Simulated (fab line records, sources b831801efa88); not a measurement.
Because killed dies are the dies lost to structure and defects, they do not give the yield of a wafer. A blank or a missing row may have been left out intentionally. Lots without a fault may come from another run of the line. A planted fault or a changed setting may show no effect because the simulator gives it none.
Which tool is to blame? :: flow sky130 :: at 1 step of a route of 708, 14 lots with 42 wafers sampled

== WHAT THE GAUGES SHOWED, per wafer ==
The record holds no reading of a measuring or inspecting step that can be judged against a usual standard deviation.

== WHICH TOOL RAN EACH LOT (tool, then ch and the chambers of the sampled wafers, then the start) ==
lot: L186
SKY_GATE_OXIDE_OXIDATION_01: furnace-02 ch 0, day 12 20:26

lot: L187
SKY_GATE_OXIDE_OXIDATION_01: furnace-01 ch 0, day 13 08:38

lot: L188
SKY_GATE_OXIDE_OXIDATION_01: furnace-02 ch 0, day 13 17:46

lot: L191
SKY_GATE_OXIDE_OXIDATION_01: furnace-02, day 14 21:46

lot: L192
SKY_GATE_OXIDE_OXIDATION_01: furnace-02, day 14 21:46

lot: L193
SKY_GATE_OXIDE_OXIDATION_01: furnace-02 ch 0, day 15 10:10

lot: L199
SKY_GATE_OXIDE_OXIDATION_01: furnace-01 ch 0, day 17 09:26

lot: L200
SKY_GATE_OXIDE_OXIDATION_01: furnace-02 ch 0, day 17 12:57

lot: L201
SKY_GATE_OXIDE_OXIDATION_01: furnace-01 ch 0, day 18 01:10

lot: L204
SKY_GATE_OXIDE_OXIDATION_01: furnace-02 ch 0, day 19 06:13

lot: L205
SKY_GATE_OXIDE_OXIDATION_01: furnace-01 ch 0, day 19 16:30

lot: L206
SKY_GATE_OXIDE_OXIDATION_01: furnace-02 ch 0, day 20 02:32

lot: L207
SKY_GATE_OXIDE_OXIDATION_01: furnace-02 ch 0, day 20 18:31

lot: L208
SKY_GATE_OXIDE_OXIDATION_01: furnace-01 ch 0, day 21 10:55
- SKY_GATE_OXIDE_OXIDATION_01: stabilise 600 s, purge 300 s, target thk 10.268 nm.

== AS READ BY THE TOOLS THEMSELVES (means over the sampled wafers that have a number; for cases with no such wafer, the mark the record gives instead) ==
SKY_GATE_OXIDE_OXIDATION_01.
lot: L186
tool: furnace-02
ox_temp_c (C): 900.3
ox_temp_c_max: 904.8
zone_power_bottom_pct (%): 24.2
zone_power_top_pct (%): 31.9

lot: L187
tool: furnace-01
ox_temp_c (C): 899.8
ox_temp_c_max: 904.6
zone_power_bottom_pct (%): 29.0
zone_power_top_pct (%): 33.9

lot: L188
tool: furnace-02
ox_temp_c (C): 899.3
ox_temp_c_max: 903.6
zone_power_bottom_pct (%): 24.0
zone_power_top_pct (%): 32.0

lot: L191
tool: furnace-02
ox_temp_c (C): -
ox_temp_c_max: -
zone_power_bottom_pct (%): -
zone_power_top_pct (%): -

lot: L192
tool: furnace-02
ox_temp_c (C): -
ox_temp_c_max: -
zone_power_bottom_pct (%): -
zone_power_top_pct (%): -

lot: L193
tool: furnace-02
ox_temp_c (C): 900.2
ox_temp_c_max: 904.5
zone_power_bottom_pct (%): 24.0
zone_power_top_pct (%): 32.1

lot: L199
tool: furnace-01
ox_temp_c (C): 899.4
ox_temp_c_max: 905.9
zone_power_bottom_pct (%): 29.1
zone_power_top_pct (%): 33.8

lot: L200
tool: furnace-02
ox_temp_c (C): 899.9
ox_temp_c_max: 903.6
zone_power_bottom_pct (%): 24.0
zone_power_top_pct (%): 32.0

lot: L201
tool: furnace-01
ox_temp_c (C): 900.3
ox_temp_c_max: 905.7
zone_power_bottom_pct (%): 29.4
zone_power_top_pct (%): 33.6

lot: L204
tool: furnace-02
ox_temp_c (C): 899.8
ox_temp_c_max: 903.6
zone_power_bottom_pct (%): 24.0
zone_power_top_pct (%): 32.3

lot: L205
tool: furnace-01
ox_temp_c (C): 900.1
ox_temp_c_max: 906.4
zone_power_bottom_pct (%): 29.2
zone_power_top_pct (%): 33.9

lot: L206
tool: furnace-02
ox_temp_c (C): 900.1
ox_temp_c_max: 904.4
zone_power_bottom_pct (%): 24.1
zone_power_top_pct (%): 32.0

lot: L207
tool: furnace-02
ox_temp_c (C): 900.1
ox_temp_c_max: 904.7
zone_power_bottom_pct (%): 24.2
zone_power_top_pct (%): 32.1

lot: L208
tool: furnace-01
ox_temp_c (C): 900.0
ox_temp_c_max: 905.8
zone_power_bottom_pct (%): 29.0
zone_power_top_pct (%): 33.8

== THE ANSWER, worked out from the rows above alone ==
Rule: the usual values come from the lots themselves. Put in order of their means at a reading, lots are off if they are a third of the lots or fewer, leave a main group of 4 or more, and stand apart from it by a gap of 3 or more times the standard deviation of the main group's means; of several such gaps the widest counts. A main group whose means are all the same, to the digits that the tables above print for the reading, isn't used. A lot without any number at a reading at which 4 lots or more have one is off too. All remaining lots with rows at the step are treated as sound. First the gauges in route order, then the tools' own readings, where a lot's mean is used as printed above. The first step at which some lot is off is used, and at that step the reading that is off furthest; a lot without a number counts as furthest.
Off, at SKY_GATE_OXIDE_OXIDATION_01 on ox_temp_c: L191, L192. Without a number there: L191, L192. Main group: mean 899.9 C, sd 0.31.
If a tool, at that step or one of the process steps before it, ran each lot that is off and ran no sound lot following the first of them, it fits. None of those tried fits.

== WHAT THE SIMULATOR HAD INSERTED ==
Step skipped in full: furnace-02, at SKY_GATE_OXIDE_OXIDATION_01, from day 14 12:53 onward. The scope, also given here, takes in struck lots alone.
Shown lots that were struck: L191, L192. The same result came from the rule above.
